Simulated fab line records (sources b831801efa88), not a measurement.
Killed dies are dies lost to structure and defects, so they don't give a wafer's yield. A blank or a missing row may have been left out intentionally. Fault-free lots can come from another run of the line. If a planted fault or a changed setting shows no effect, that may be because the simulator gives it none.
Chamber matching / flow sky130 / cmp-02 running SKY_VIA2_CMP_24: 4 sister chambers
The step polishes, stops on SiO2, t overpolish 20 s, target thk 0 nm. 8 wafers are shown with their chamber, then 8 later ones without.

WAFERS PAIRED WITH THEIR CHAMBERS
wafer=L734.3; chamber=3; motor_current_A (A)=10.0; time_to_endpoint_s (s)=105
wafer=L737.6; chamber=2; motor_current_A (A)=10.6; time_to_endpoint_s (s)=105
wafer=L738.3; chamber=0; motor_current_A (A)=15.5; time_to_endpoint_s (s)=103
wafer=L738.6; chamber=1; motor_current_A (A)=10.9; time_to_endpoint_s (s)=107
wafer=L746.2; chamber=1; motor_current_A (A)=11.1; time_to_endpoint_s (s)=106
wafer=L746.5; chamber=3; motor_current_A (A)=9.5; time_to_endpoint_s (s)=106
wafer=L746.6; chamber=0; motor_current_A (A)=14.2; time_to_endpoint_s (s)=105
wafer=L749.1; chamber=2; motor_current_A (A)=10.7; time_to_endpoint_s (s)=102

WAFERS MISSING THEIR CHAMBER
wafer=L749.3; motor_current_A (A)=10.8; time_to_endpoint_s (s)=108
wafer=L749.5; motor_current_A (A)=15.5; time_to_endpoint_s (s)=100
wafer=L751.3; motor_current_A (A)=10.1; time_to_endpoint_s (s)=108
wafer=L751.4; motor_current_A (A)=10.1; time_to_endpoint_s (s)=107
wafer=L751.6; motor_current_A (A)=10.7; time_to_endpoint_s (s)=111
wafer=L754.2; motor_current_A (A)=10.5; time_to_endpoint_s (s)=108
wafer=L754.3; motor_current_A (A)=10.6; time_to_endpoint_s (s)=107
wafer=L754.5; motor_current_A (A)=10.5; time_to_endpoint_s (s)=110

WHICH CHAMBER EACH ONE RAN IN
wafer=L749.3; from the rows above=can't be placed: 1 or 3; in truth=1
wafer=L749.5; from the rows above=0; in truth=0
wafer=L751.3; from the rows above=can't be placed: 3 or 1 or 2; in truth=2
wafer=L751.4; from the rows above=can't be placed: 3 or 1 or 2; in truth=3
wafer=L751.6; from the rows above=can't be placed: 1 or 3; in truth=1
wafer=L754.2; from the rows above=can't be placed: 1 or 3 or 2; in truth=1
wafer=L754.3; from the rows above=can't be placed: 1 or 3 or 2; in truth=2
wafer=L754.5; from the rows above=can't be placed: 1 or 3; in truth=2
Correctly placed: 1 of 8. Can't be placed from these rows: 7 (the true chamber is among the candidates in 6). Number placed wrongly: 0.
How it was worked out, from the rows above alone: a wafer's distance from a chamber is the root of the sum, over the readings, of the square of ((its reading less the chamber's mean) divided by the reading's scatter). If the next closest chamber is less than 2 further off than the closest, the wafer can't be placed; otherwise it belongs to the closest. For every chamber, the mean is computed from those of its wafers that are shown. The scatter: the root of (the sum of the squares of (reading less its chamber's mean) over the shown wafers, divided by (wafers less chambers)).
